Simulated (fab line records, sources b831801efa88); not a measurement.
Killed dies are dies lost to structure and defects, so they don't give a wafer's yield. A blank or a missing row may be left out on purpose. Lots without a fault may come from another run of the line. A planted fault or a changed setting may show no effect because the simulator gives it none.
Split-lot experiment | flow sky130 | 5 lots, 23 wafers read, on a route of 708 steps

THE SPLIT
At SKY_LDD_LDN_IMPLANT_10, the setting energy_kev was moved away from the recipe's 15 on 8 of the 23 wafers read, by -3.0% to +1.7%. The other wafers ran this setting at the recipe's value.

The reading is taken at the split's own step.

THE READING
implant.drp_nm (the simulator's own value, which no gauge read), in nm, at SKY_LDD_LDN_IMPLANT_10. The file gives no usual value for it.

wafer  | tool, chamber at the split | energy_kev as run | against the recipe | implant.drp_nm, nm | against lot-mates on the recipe
L077.1 | implanter-03, 0            | 15                | recipe             | 5.933              | -
L077.4 | implanter-03, 0            | 15                | recipe             | 5.933              | -
L077.6 | implanter-03, 0            | 15                | recipe             | 5.933              | -
L078.1 | implanter-03, 0            | 15                | recipe             | 5.933              | -
L078.4 | implanter-03, 0            | 15                | recipe             | 5.933              | -
L078.6 | implanter-03, 0            | 15                | recipe             | 5.933              | -
L078.2 | implanter-03, 0            | 14.75             | -1.7%              | 5.865              | -0.068
L078.5 | implanter-03, 0            | 14.75             | -1.7%              | 5.865              | -0.068
L081.1 | implanter-02, 0            | 14.55             | -3.0%              | 5.81               | -0.123
L081.3 | implanter-02, 0            | 14.55             | -3.0%              | 5.81               | -0.123
L081.2 | implanter-02, 0            | 15                | recipe             | 5.933              | -
L081.4 | implanter-02, 0            | 15                | recipe             | 5.933              | -
L081.5 | implanter-02, 0            | 15                | recipe             | 5.933              | -
L082.2 | implanter-03, 0            | 15.26             | +1.7%              | 6.002              | +0.069
L082.6 | implanter-03, 0            | 15.26             | +1.7%              | 6.002              | +0.069
L082.3 | implanter-03, 0            | 15                | recipe             | 5.933              | -
L082.4 | implanter-03, 0            | 15                | recipe             | 5.933              | -
L082.5 | implanter-03, 0            | 15                | recipe             | 5.933              | -
L083.1 | implanter-03, 0            | 14.71             | -1.9%              | 5.854              | -0.079
L083.4 | implanter-03, 0            | 14.71             | -1.9%              | 5.854              | -0.079
L083.3 | implanter-03, 0            | 15                | recipe             | 5.933              | -
L083.5 | implanter-03, 0            | 15                | recipe             | 5.933              | -
L083.6 | implanter-03, 0            | 15                | recipe             | 5.933              | -

THE FIT
A straight line over all 23 wafers: implant.drp_nm changes by +0.0407 nm for each +1% of energy_kev; r = +1.00; the points scatter about the line by 0.0005 nm.
The same after taking each lot's own level away (the mean of its wafers on the recipe; 23 wafers): +0.0407 nm for each +1%; r = +1.00; scatter 0.0005 nm.
On that fit, the largest move of energy_kev shifts the reading by 0.12 nm.
The lots' own levels span 5.9330 to 5.9330 nm.
So the lot-to-lot level changes the slope little: the two slopes agree.
Check: with one of the wafers moved furthest among these (-3.0%) left out of the fit, the line predicts -0.122 nm for it against its lot-mates. It came out at -0.123 nm against them.

OTHER SPLITS ON THESE WAFERS
These wafers also went through other splits before the reading. Each is held against what the fit with the lots' levels taken away leaves over:
other split on the same wafers       | wafers away from the commonest value | r with implant.drp_nm (lot level and that fit taken away)
SKY_POLY_GATE_SOFTBAKE_09 temp_c     | 7                                    | +0.33
SKY_POLY_GATE_OXIDATION_20 ox_time_s | 18                                   | -0.23
SKY_LDD_N_IMPLANT_10 energy_kev      | 8                                    | +0.17
SKY_LDD_P_DEVELOP_06 dev_temp_c      | 8                                    | -0.27
SKY_LDD_P_IMPLANT_09 energy_kev      | 9                                    | +0.10
SKY_LDD_HVP_COAT_02 spin_rpm         | 10                                   | -0.25

THE FILE'S OWN FIT
implant.drp_nm changes by +0.0409 nm for each +1% of energy_kev, r = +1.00.
